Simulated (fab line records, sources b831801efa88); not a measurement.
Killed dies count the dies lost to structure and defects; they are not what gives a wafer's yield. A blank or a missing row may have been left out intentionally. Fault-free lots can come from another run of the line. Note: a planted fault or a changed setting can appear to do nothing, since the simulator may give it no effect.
fab line records :: flow sky130 :: part 2 of 2: steps 27 to 36 of 36
record:
  lots: 5
  wafers: 15
  lastDay: 50
route steps=708 shown VT_ADJUST_LVTN@113 VT_ADJUST_NCORE@119 VT_ADJUST_HVTR@131 VT_ADJUST_PCH@143
lots untouched by any fault: they come from a run of this same line in which no faults occurred
startH: hours from the record's opening day to when the first of the lot's shown wafers began :: waitH: hours elapsed since this lot's preceding step :: " the same as in the row above :: L1.1+2: one row covering several wafers at once :: - no value present, or no start provided :: * or withheld: withheld :: < > ~ a bound
route shown NAME@n: names a module that has steps shown in the file, with the first one's number in the route :: usual: mean/standard deviation taken from wafers without a fault :: same: alike in all rows :: chamber/n: place in a boat :: sites: readings site by site :: _std_site: the standard deviation of these :: _edge_site: the outer-site mean with the inner-site mean subtracted :: radiusMm: for every site, how far away it sits from the centre of the wafer :: mask NAME#n: copy n :: behind: the tool/chamber that last shaped the wafer :: hold: reason for holding the lot/hours on hold/outcome of the hold :: device: whichever transistor did not switch (one of n, p or np) :: end of line: tests run on the same wafers once the route is complete :: where a step has no rows: the recipe by itself :: killed: the dies lost at the first sort to structure and to defects; this is not the yield of the wafer :: map: a wafer's dies, marking killed ones x, the rest . and places with no die _
set.NAME: the setting that was run; set.NAME@STEP: the one run at that earlier step :: model.NAME: the simulator's own value behind a step, which no gauge read
lots at selected steps of the route; one table per step, one row per wafer
services: a tool's chamber out of use, with start hour (startH, from the record's first day; less than 0 if before it), hours out, and reason
== steps ==
step: SKY_VT_ADJUST_HVTR_OVL_MEAS_08
usual:
  VT_ADJUST_HVTR_OVL: 1.4/1.5
lot.wafer: L077.1
tool: overlay-01
chamber: -
startH: 225.01
waitH: 0.1
VT_ADJUST_HVTR_OVL[nm]: 1.3

lot.wafer: L077.3
tool: overlay-01
chamber: -
startH: 225.01
waitH: 0.1
VT_ADJUST_HVTR_OVL[nm]: 5.1

lot.wafer: L077.4
tool: overlay-01
chamber: -
startH: 225.01
waitH: 0.1
VT_ADJUST_HVTR_OVL[nm]: 1.3

lot.wafer: L080.1
tool: overlay-02
chamber: -
startH: 244.57
waitH: 0.1
VT_ADJUST_HVTR_OVL[nm]: 1.4

lot.wafer: L080.3
tool: overlay-02
chamber: -
startH: 244.57
waitH: 0.1
VT_ADJUST_HVTR_OVL[nm]: 1.9

lot.wafer: L080.5
tool: overlay-02
chamber: -
startH: 244.57
waitH: 0.1
VT_ADJUST_HVTR_OVL[nm]: 1.1

lot.wafer: L090.1
tool: overlay-01
chamber: -
startH: 322.22
waitH: 0.1
VT_ADJUST_HVTR_OVL[nm]: 0.2

lot.wafer: L090.2
tool: overlay-01
chamber: -
startH: 322.22
waitH: 0.1
VT_ADJUST_HVTR_OVL[nm]: 1.8

lot.wafer: L090.3
tool: overlay-01
chamber: -
startH: 322.22
waitH: 0.1
VT_ADJUST_HVTR_OVL[nm]: -0.6

lot.wafer: L091.3
tool: overlay-01
chamber: -
startH: 328.52
waitH: 0.1
VT_ADJUST_HVTR_OVL[nm]: 3.3

lot.wafer: L091.4
tool: overlay-01
chamber: -
startH: 328.52
waitH: 0.1
VT_ADJUST_HVTR_OVL[nm]: 2.5

lot.wafer: L091.5
tool: overlay-01
chamber: -
startH: 328.52
waitH: 0.1
VT_ADJUST_HVTR_OVL[nm]: 0.8

lot.wafer: L096.2
tool: overlay-02
chamber: -
startH: 367.46
waitH: 0.1
VT_ADJUST_HVTR_OVL[nm]: 2.4

lot.wafer: L096.3
tool: overlay-02
chamber: -
startH: 367.46
waitH: 0.1
VT_ADJUST_HVTR_OVL[nm]: 2.2

lot.wafer: L096.6
tool: overlay-02
chamber: -
startH: 367.46
waitH: 0.1
VT_ADJUST_HVTR_OVL[nm]: 2.5
step: SKY_VT_ADJUST_HVTR_IMPLANT_09
recipe:
  species: B
  energyKev: 10
  doseCm2: 2.1e+12
  tiltDeg: withheld
lot.wafer: L077.1+3+4
tool: implanter-01
chamber: 0
startH: 225.05
waitH: 0.0

lot.wafer: L080.1+3+5
tool: implanter-02
chamber: 0
startH: 244.61
waitH: 0.0

lot.wafer: L090.1+2+3
tool: implanter-02
chamber: 0
startH: 322.26
waitH: 0.0

lot.wafer: L091.3+4+5
tool: implanter-01
chamber: 0
startH: 328.59
waitH: 0.1

lot.wafer: L096.2+3+6
tool: implanter-01
chamber: 0
startH: 367.51
waitH: 0.0
step: SKY_VT_ADJUST_HVTR_STRIP_10
recipe:
  chemistry: O2/N2
  powerW: 1400
  pressureMtorr: 1500
  platenTempC: withheld
  o2FlowSccm: 3000
  n2FlowSccm: 300
  overashFraction: 0.5
usual:
  drypumpMotorCurrentA: 6.0/0.34
  o2FlowSccm: 3001/9.4
  oesProductAu: 0.715/0.0046
  stripTimeToEndpointS: 14.21/0.045
lot.wafer: L077.1
tool: plasmaAsher-03
chamber: 1
startH: 225.20
waitH: 0.1
drypumpMotorCurrentA: 5.9
o2FlowSccm: 2999
oesProductAu: 0.711
rfHoursCounterH: 41
stripTimeToEndpointS: 14.24

lot.wafer: L077.3
tool: plasmaAsher-03
chamber: 0
startH: 225.20
waitH: 0.1
drypumpMotorCurrentA: 6.5
o2FlowSccm: 3006
oesProductAu: 0.716
rfHoursCounterH: -
stripTimeToEndpointS: 14.24

lot.wafer: L077.4
tool: plasmaAsher-03
chamber: 1
startH: 225.20
waitH: 0.1
drypumpMotorCurrentA: 5.9
o2FlowSccm: 3000
oesProductAu: 0.715
rfHoursCounterH: -
stripTimeToEndpointS: 14.25

lot.wafer: L080.1
tool: plasmaAsher-01
chamber: 1
startH: 244.76
waitH: 0.1
drypumpMotorCurrentA: 5.9
o2FlowSccm: 3014
oesProductAu: 0.707
rfHoursCounterH: 54
stripTimeToEndpointS: 14.07

lot.wafer: L080.3
tool: plasmaAsher-01
chamber: 1
startH: 244.76
waitH: 0.1
drypumpMotorCurrentA: 5.9
o2FlowSccm: 3007
oesProductAu: 0.718
rfHoursCounterH: -
stripTimeToEndpointS: 14.17

lot.wafer: L080.5
tool: plasmaAsher-01
chamber: 0
startH: 244.76
waitH: 0.1
drypumpMotorCurrentA: 5.4
o2FlowSccm: 3014
oesProductAu: 0.715
rfHoursCounterH: -
stripTimeToEndpointS: 14.12

lot.wafer: L090.1
tool: plasmaAsher-01
chamber: 1
startH: 322.41
waitH: 0.1
drypumpMotorCurrentA: 5.9
o2FlowSccm: 2994
oesProductAu: 0.712
rfHoursCounterH: 63
stripTimeToEndpointS: 14.20

lot.wafer: L090.2
tool: plasmaAsher-01
chamber: 0
startH: 322.41
waitH: 0.1
drypumpMotorCurrentA: 5.4
o2FlowSccm: 3005
oesProductAu: 0.715
rfHoursCounterH: 63
stripTimeToEndpointS: 14.19

lot.wafer: L090.3
tool: plasmaAsher-01
chamber: 1
startH: 322.41
waitH: 0.1
drypumpMotorCurrentA: 5.9
o2FlowSccm: 2998
oesProductAu: 0.716
rfHoursCounterH: -
stripTimeToEndpointS: 14.20

lot.wafer: L091.3
tool: plasmaAsher-01
chamber: 1
startH: 328.73
waitH: 0.1
drypumpMotorCurrentA: 5.9
o2FlowSccm: 3009
oesProductAu: 0.706
rfHoursCounterH: -
stripTimeToEndpointS: 14.28

lot.wafer: L091.4
tool: plasmaAsher-01
chamber: 0
startH: 328.73
waitH: 0.1
drypumpMotorCurrentA: 5.4
o2FlowSccm: 2997
oesProductAu: 0.719
rfHoursCounterH: -
stripTimeToEndpointS: 14.23

lot.wafer: L091.5
tool: plasmaAsher-01
chamber: 0
startH: 328.73
waitH: 0.1
drypumpMotorCurrentA: 5.4
o2FlowSccm: 3006
oesProductAu: 0.724
rfHoursCounterH: -
stripTimeToEndpointS: 14.26

lot.wafer: L096.2
tool: plasmaAsher-04
chamber: 0
startH: 367.64
waitH: 0.1
drypumpMotorCurrentA: 6.3
o2FlowSccm: 3007
oesProductAu: 0.703
rfHoursCounterH: 68
stripTimeToEndpointS: 14.18

lot.wafer: L096.3
tool: plasmaAsher-04
chamber: 0
startH: 367.64
waitH: 0.1
drypumpMotorCurrentA: 6.2
o2FlowSccm: 3008
oesProductAu: 0.718
rfHoursCounterH: -
stripTimeToEndpointS: 14.16

lot.wafer: L096.6
tool: plasmaAsher-04
chamber: 0
startH: 367.64
waitH: 0.1
drypumpMotorCurrentA: 6.3
o2FlowSccm: 3004
oesProductAu: 0.707
rfHoursCounterH: -
stripTimeToEndpointS: 14.23
step: SKY_VT_ADJUST_HVTR_TW_MEAS_11
usual:
  VT_ADJUST_HVTR_TW: 209.9/2.6
lot.wafer: L077.1
tool: filmMetro-04
chamber: -
startH: 225.30
waitH: 0.1
VT_ADJUST_HVTR_TW: 213.5

lot.wafer: L077.3
tool: filmMetro-04
chamber: -
startH: 225.30
waitH: 0.1
VT_ADJUST_HVTR_TW: 212.6

lot.wafer: L077.4
tool: filmMetro-04
chamber: -
startH: 225.30
waitH: 0.1
VT_ADJUST_HVTR_TW: 213.3

lot.wafer: L080.1
tool: filmMetro-04
chamber: -
startH: 244.86
waitH: 0.1
VT_ADJUST_HVTR_TW: 211.8

lot.wafer: L080.3
tool: filmMetro-04
chamber: -
startH: 244.86
waitH: 0.1
VT_ADJUST_HVTR_TW: 212.5

lot.wafer: L080.5
tool: filmMetro-04
chamber: -
startH: 244.86
waitH: 0.1
VT_ADJUST_HVTR_TW: 211.5

lot.wafer: L090.1
tool: filmMetro-01
chamber: -
startH: 322.51
waitH: 0.1
VT_ADJUST_HVTR_TW: 207.0

lot.wafer: L090.2
tool: filmMetro-01
chamber: -
startH: 322.51
waitH: 0.1
VT_ADJUST_HVTR_TW: 206.4

lot.wafer: L090.3
tool: filmMetro-01
chamber: -
startH: 322.51
waitH: 0.1
VT_ADJUST_HVTR_TW: 208.3

lot.wafer: L091.3
tool: filmMetro-03
chamber: -
startH: 328.81
waitH: 0.1
VT_ADJUST_HVTR_TW: 209.2

lot.wafer: L091.4
tool: filmMetro-03
chamber: -
startH: 328.81
waitH: 0.1
VT_ADJUST_HVTR_TW: 207.9

lot.wafer: L091.5
tool: filmMetro-03
chamber: -
startH: 328.81
waitH: 0.1
VT_ADJUST_HVTR_TW: 208.9

lot.wafer: L096.2
tool: filmMetro-01
chamber: -
startH: 367.75
waitH: 0.1
VT_ADJUST_HVTR_TW: 207.6

lot.wafer: L096.3
tool: filmMetro-01
chamber: -
startH: 367.75
waitH: 0.1
VT_ADJUST_HVTR_TW: 206.0

lot.wafer: L096.6
tool: filmMetro-01
chamber: -
startH: 367.75
waitH: 0.1
VT_ADJUST_HVTR_TW: 206.6
step: SKY_VT_ADJUST_PCH_DEHYDRATE_00
recipe:
  tempC: 200
  timeS: 60
usual:
  resistLineTempC: 23.00/0.098
lot.wafer: L077.1
tool: lithoTrack-01
chamber: 0
startH: 236.39
waitH: 11.1
resistLineTempC: 23.10

lot.wafer: L077.3
tool: lithoTrack-01
chamber: 0
startH: 236.39
waitH: 11.1
resistLineTempC: 23.06

lot.wafer: L077.4
tool: lithoTrack-01
chamber: 0
startH: 236.39
waitH: 11.1
resistLineTempC: 22.96

lot.wafer: L080.1
tool: lithoTrack-03
chamber: 0
startH: 255.83
waitH: 11.0
resistLineTempC: 22.95

lot.wafer: L080.3
tool: lithoTrack-03
chamber: 0
startH: 255.83
waitH: 11.0
resistLineTempC: 22.97

lot.wafer: L080.5
tool: lithoTrack-03
chamber: 0
startH: 255.83
waitH: 11.0
resistLineTempC: 22.80

lot.wafer: L090.1
tool: lithoTrack-01
chamber: 0
startH: 335.09
waitH: 12.6
resistLineTempC: 22.87

lot.wafer: L090.2
tool: lithoTrack-01
chamber: 0
startH: 335.09
waitH: 12.6
resistLineTempC: 23.14

lot.wafer: L090.3
tool: lithoTrack-01
chamber: 0
startH: 335.09
waitH: 12.6
resistLineTempC: 23.00

lot.wafer: L091.3
tool: lithoTrack-01
chamber: 0
startH: 341.39
waitH: 12.6
resistLineTempC: 22.95

lot.wafer: L091.4
tool: lithoTrack-01
chamber: 0
startH: 341.39
waitH: 12.6
resistLineTempC: 23.10

lot.wafer: L091.5
tool: lithoTrack-01
chamber: 0
startH: 341.39
waitH: 12.6
resistLineTempC: 23.12

lot.wafer: L096.2
tool: lithoTrack-03
chamber: 0
startH: 381.15
waitH: 13.4
resistLineTempC: 23.02

lot.wafer: L096.3
tool: lithoTrack-03
chamber: 0
startH: 381.15
waitH: 13.4
resistLineTempC: 23.01

lot.wafer: L096.6
tool: lithoTrack-03
chamber: 0
startH: 381.15
waitH: 13.4
resistLineTempC: 23.03
step: SKY_VT_ADJUST_PCH_HMDS_01
recipe:
  primeTimeS: 60
  primeTempC: 120
usual:
  resistLineTempC: 22.98/0.094
lot.wafer: L077.1
tool: lithoTrack-01
chamber: 0
startH: 236.54
waitH: 0.1
resistLineTempC: 23.07

lot.wafer: L077.3
tool: lithoTrack-01
chamber: 0
startH: 236.54
waitH: 0.1
resistLineTempC: 23.06

lot.wafer: L077.4
tool: lithoTrack-01
chamber: 0
startH: 236.54
waitH: 0.1
resistLineTempC: 22.87

lot.wafer: L080.1
tool: lithoTrack-03
chamber: 0
startH: 255.98
waitH: 0.1
resistLineTempC: 22.98

lot.wafer: L080.3
tool: lithoTrack-03
chamber: 0
startH: 255.98
waitH: 0.1
resistLineTempC: 23.01

lot.wafer: L080.5
tool: lithoTrack-03
chamber: 0
startH: 255.98
waitH: 0.1
resistLineTempC: 22.96

lot.wafer: L090.1
tool: lithoTrack-01
chamber: 0
startH: 335.24
waitH: 0.1
resistLineTempC: 23.05

lot.wafer: L090.2
tool: lithoTrack-01
chamber: 0
startH: 335.24
waitH: 0.1
resistLineTempC: 22.95

lot.wafer: L090.3
tool: lithoTrack-01
chamber: 0
startH: 335.24
waitH: 0.1
resistLineTempC: 22.98

lot.wafer: L091.3
tool: lithoTrack-01
chamber: 0
startH: 341.54
waitH: 0.1
resistLineTempC: 22.96

lot.wafer: L091.4
tool: lithoTrack-01
chamber: 0
startH: 341.54
waitH: 0.1
resistLineTempC: 22.86

lot.wafer: L091.5
tool: lithoTrack-01
chamber: 0
startH: 341.54
waitH: 0.1
resistLineTempC: 22.88

lot.wafer: L096.2
tool: lithoTrack-03
chamber: 0
startH: 381.30
waitH: 0.1
resistLineTempC: 23.04

lot.wafer: L096.3
tool: lithoTrack-03
chamber: 0
startH: 381.30
waitH: 0.1
resistLineTempC: 22.94

lot.wafer: L096.6
tool: lithoTrack-03
chamber: 0
startH: 381.30
waitH: 0.1
resistLineTempC: 22.86
step: SKY_VT_ADJUST_PCH_COAT_02
recipe:
  spinRpm: 2000
  resistThkNm: 3000
usual:
  dispensePressureKPa: 49/3.2
  resistLineTempC: 22.99/0.1
lot.wafer: L077.1
tool: lithoTrack-01
chamber: 0
startH: 236.69
waitH: 0.1
dispensePressureKPa: 53
resistLineTempC: 22.97

lot.wafer: L077.3
tool: lithoTrack-01
chamber: 0
startH: 236.69
waitH: 0.1
dispensePressureKPa: 53
resistLineTempC: 22.95

lot.wafer: L077.4
tool: lithoTrack-01
chamber: 0
startH: 236.69
waitH: 0.1
dispensePressureKPa: 53
resistLineTempC: 22.89

lot.wafer: L080.1
tool: lithoTrack-03
chamber: 0
startH: 256.13
waitH: 0.1
dispensePressureKPa: 47
resistLineTempC: 22.82

lot.wafer: L080.3
tool: lithoTrack-03
chamber: 0
startH: 256.13
waitH: 0.1
dispensePressureKPa: 47
resistLineTempC: 22.97

lot.wafer: L080.5
tool: lithoTrack-03
chamber: 0
startH: 256.13
waitH: 0.1
dispensePressureKPa: 47
resistLineTempC: 22.88

lot.wafer: L090.1
tool: lithoTrack-01
chamber: 0
startH: 335.39
waitH: 0.1
dispensePressureKPa: 53
resistLineTempC: 22.90

lot.wafer: L090.2
tool: lithoTrack-01
chamber: 0
startH: 335.39
waitH: 0.1
dispensePressureKPa: 53
resistLineTempC: 22.92

lot.wafer: L090.3
tool: lithoTrack-01
chamber: 0
startH: 335.39
waitH: 0.1
dispensePressureKPa: 53
resistLineTempC: 22.74

lot.wafer: L091.3
tool: lithoTrack-01
chamber: 0
startH: 341.69
waitH: 0.1
dispensePressureKPa: 53
resistLineTempC: 23.02

lot.wafer: L091.4
tool: lithoTrack-01
chamber: 0
startH: 341.69
waitH: 0.1
dispensePressureKPa: 53
resistLineTempC: 22.88

lot.wafer: L091.5
tool: lithoTrack-01
chamber: 0
startH: 341.69
waitH: 0.1
dispensePressureKPa: 53
resistLineTempC: 22.93

lot.wafer: L096.2
tool: lithoTrack-03
chamber: 0
startH: 381.45
waitH: 0.1
dispensePressureKPa: 47
resistLineTempC: 22.86

lot.wafer: L096.3
tool: lithoTrack-03
chamber: 0
startH: 381.45
waitH: 0.1
dispensePressureKPa: 47
resistLineTempC: 23.07

lot.wafer: L096.6
tool: lithoTrack-03
chamber: 0
startH: 381.45
waitH: 0.1
dispensePressureKPa: 47
resistLineTempC: 22.89
step: SKY_VT_ADJUST_PCH_SOFTBAKE_03
recipe:
  tempC: 110
  timeS: withheld
usual:
  resistLineTempC: 22.97/0.1
lot.wafer: L077.1
tool: lithoTrack-01
chamber: 0
startH: 236.84
waitH: 0.1
resistLineTempC: 22.95

lot.wafer: L077.3
tool: lithoTrack-01
chamber: 0
startH: 236.84
waitH: 0.1
resistLineTempC: 22.85

lot.wafer: L077.4
tool: lithoTrack-01
chamber: 0
startH: 236.84
waitH: 0.1
resistLineTempC: 22.89

lot.wafer: L080.1
tool: lithoTrack-03
chamber: 0
startH: 256.28
waitH: 0.1
resistLineTempC: 23.00

lot.wafer: L080.3
tool: lithoTrack-03
chamber: 0
startH: 256.28
waitH: 0.1
resistLineTempC: 23.22

lot.wafer: L080.5
tool: lithoTrack-03
chamber: 0
startH: 256.28
waitH: 0.1
resistLineTempC: 23.10

lot.wafer: L090.1
tool: lithoTrack-01
chamber: 0
startH: 335.54
waitH: 0.1
resistLineTempC: 23.05

lot.wafer: L090.2
tool: lithoTrack-01
chamber: 0
startH: 335.54
waitH: 0.1
resistLineTempC: 23.14

lot.wafer: L090.3
tool: lithoTrack-01
chamber: 0
startH: 335.54
waitH: 0.1
resistLineTempC: 23.07

lot.wafer: L091.3
tool: lithoTrack-01
chamber: 0
startH: 341.86
waitH: 0.1
resistLineTempC: 22.93

lot.wafer: L091.4
tool: lithoTrack-01
chamber: 0
startH: 341.86
waitH: 0.1
resistLineTempC: 23.00

lot.wafer: L091.5
tool: lithoTrack-01
chamber: 0
startH: 341.86
waitH: 0.1
resistLineTempC: 22.90

lot.wafer: L096.2
tool: lithoTrack-03
chamber: 0
startH: 381.61
waitH: 0.1
resistLineTempC: 22.89

lot.wafer: L096.3
tool: lithoTrack-03
chamber: 0
startH: 381.61
waitH: 0.1
resistLineTempC: 22.91

lot.wafer: L096.6
tool: lithoTrack-03
chamber: 0
startH: 381.61
waitH: 0.1
resistLineTempC: 22.91
step: SKY_VT_ADJUST_PCH_EXPOSE_04
recipe:
  maskId: NWM
  na: 0.6
  sourceShape: conventional
  sigmaOuter: 0.6
  polarization: unpolarized
  targetCdNm: 840
  doseMj: 255
lot.wafer: L077.1+3+4
tool: ilineStepper-02
chamber: 0
startH: -
waitH: -
mask: NWM#0

lot.wafer: L080.1+3+5
tool: ilineStepper-01
chamber: 0
startH: -
waitH: -
mask: NWM#0

lot.wafer: L090.1+2+3
tool: ilineStepper-01
chamber: 0
startH: -
waitH: -
mask: NWM#0

lot.wafer: L091.3+4+5
tool: ilineStepper-01
chamber: 0
startH: -
waitH: -
mask: NWM#0

lot.wafer: L096.2+3+6
tool: ilineStepper-01
chamber: 0
startH: -
waitH: -
mask: NWM#0
step: SKY_VT_ADJUST_PCH_PEB_05
recipe:
  tempC: 115
  timeS: withheld
usual:
  resistLineTempC: 23.02/0.094
lot.wafer: L077.1
tool: lithoTrack-03
chamber: 0
startH: -
waitH: -
resistLineTempC: 22.91

lot.wafer: L077.3
tool: lithoTrack-03
chamber: 0
startH: -
waitH: -
resistLineTempC: 22.94

lot.wafer: L077.4
tool: lithoTrack-03
chamber: 0
startH: -
waitH: -
resistLineTempC: 23.04

lot.wafer: L080.1
tool: lithoTrack-01
chamber: 0
startH: -
waitH: -
resistLineTempC: 22.93

lot.wafer: L080.3
tool: lithoTrack-01
chamber: 0
startH: -
waitH: -
resistLineTempC: 23.30

lot.wafer: L080.5
tool: lithoTrack-01
chamber: 0
startH: -
waitH: -
resistLineTempC: 23.00

lot.wafer: L090.1
tool: lithoTrack-04
chamber: 0
startH: -
waitH: -
resistLineTempC: 23.05

lot.wafer: L090.2
tool: lithoTrack-04
chamber: 0
startH: -
waitH: -
resistLineTempC: 22.85

lot.wafer: L090.3
tool: lithoTrack-04
chamber: 0
startH: -
waitH: -
resistLineTempC: 23.06

lot.wafer: L091.3
tool: lithoTrack-01
chamber: 0
startH: -
waitH: -
resistLineTempC: 23.06

lot.wafer: L091.4
tool: lithoTrack-01
chamber: 0
startH: -
waitH: -
resistLineTempC: 23.04

lot.wafer: L091.5
tool: lithoTrack-01
chamber: 0
startH: -
waitH: -
resistLineTempC: 23.08

lot.wafer: L096.2
tool: lithoTrack-03
chamber: 0
startH: -
waitH: -
resistLineTempC: 22.91

lot.wafer: L096.3
tool: lithoTrack-03
chamber: 0
startH: -
waitH: -
resistLineTempC: 23.12

lot.wafer: L096.6
tool: lithoTrack-03
chamber: 0
startH: -
waitH: -
resistLineTempC: 23.04
== services ==
tool: plasmaAsher-02
chamber: -
startH: 174.68
hours: 13.5
kind: repair

tool: implanter-02
chamber: -
startH: 176.85
hours: 4.9
kind: pm

tool: implanter-03
chamber: -
startH: 197.32
hours: 4.1
kind: pm

tool: implanter-03
chamber: -
startH: 202.75
hours: 4.6
kind: pm

tool: plasmaAsher-03
chamber: -
startH: 207.40
hours: 0.8
kind: repair

tool: implanter-01
chamber: -
startH: 213.35
hours: 3.1
kind: pm

tool: implanter-01
chamber: -
startH: 219.02
hours: 1.4
kind: repair

tool: implanter-04
chamber: -
startH: 223.15
hours: 3.4
kind: pm

tool: implanter-02
chamber: -
startH: 227.14
hours: 3.2
kind: repair

tool: plasmaAsher-03
chamber: -
startH: 242.10
hours: 1.5
kind: repair

tool: implanter-03
chamber: -
startH: 254.57
hours: 2.7
kind: repair

tool: ilineStepper-02
chamber: -
startH: 254.75
hours: 8.9
kind: pm

tool: implanter-03
chamber: -
startH: 261.07
hours: 2.7
kind: repair

tool: ilineStepper-02
chamber: -
startH: 263.64
hours: 2.1
kind: pm

tool: plasmaAsher-04
chamber: -
startH: 263.98
hours: 2.8
kind: pm

tool: ilineStepper-02
chamber: -
startH: 265.73
hours: 1.7
kind: pm

tool: plasmaAsher-03
chamber: -
startH: 268.45
hours: 12.8
kind: repair

tool: plasmaAsher-04
chamber: -
startH: 269.14
hours: 4.6
kind: repair

tool: ilineStepper-02
chamber: -
startH: 295.30
hours: 28.9
kind: pm

tool: ilineStepper-02
chamber: -
startH: 325.97
hours: 7.2
kind: repair

tool: implanter-01
chamber: -
startH: 369.41
hours: 2.7
kind: repair

tool: implanter-04
chamber: -
startH: 374.19
hours: 3.2
kind: pm

tool: ilineStepper-01
chamber: -
startH: 383.96
hours: 1.7
kind: pm

tool: implanter-01
chamber: -
startH: 394.89
hours: 1.9
kind: repair
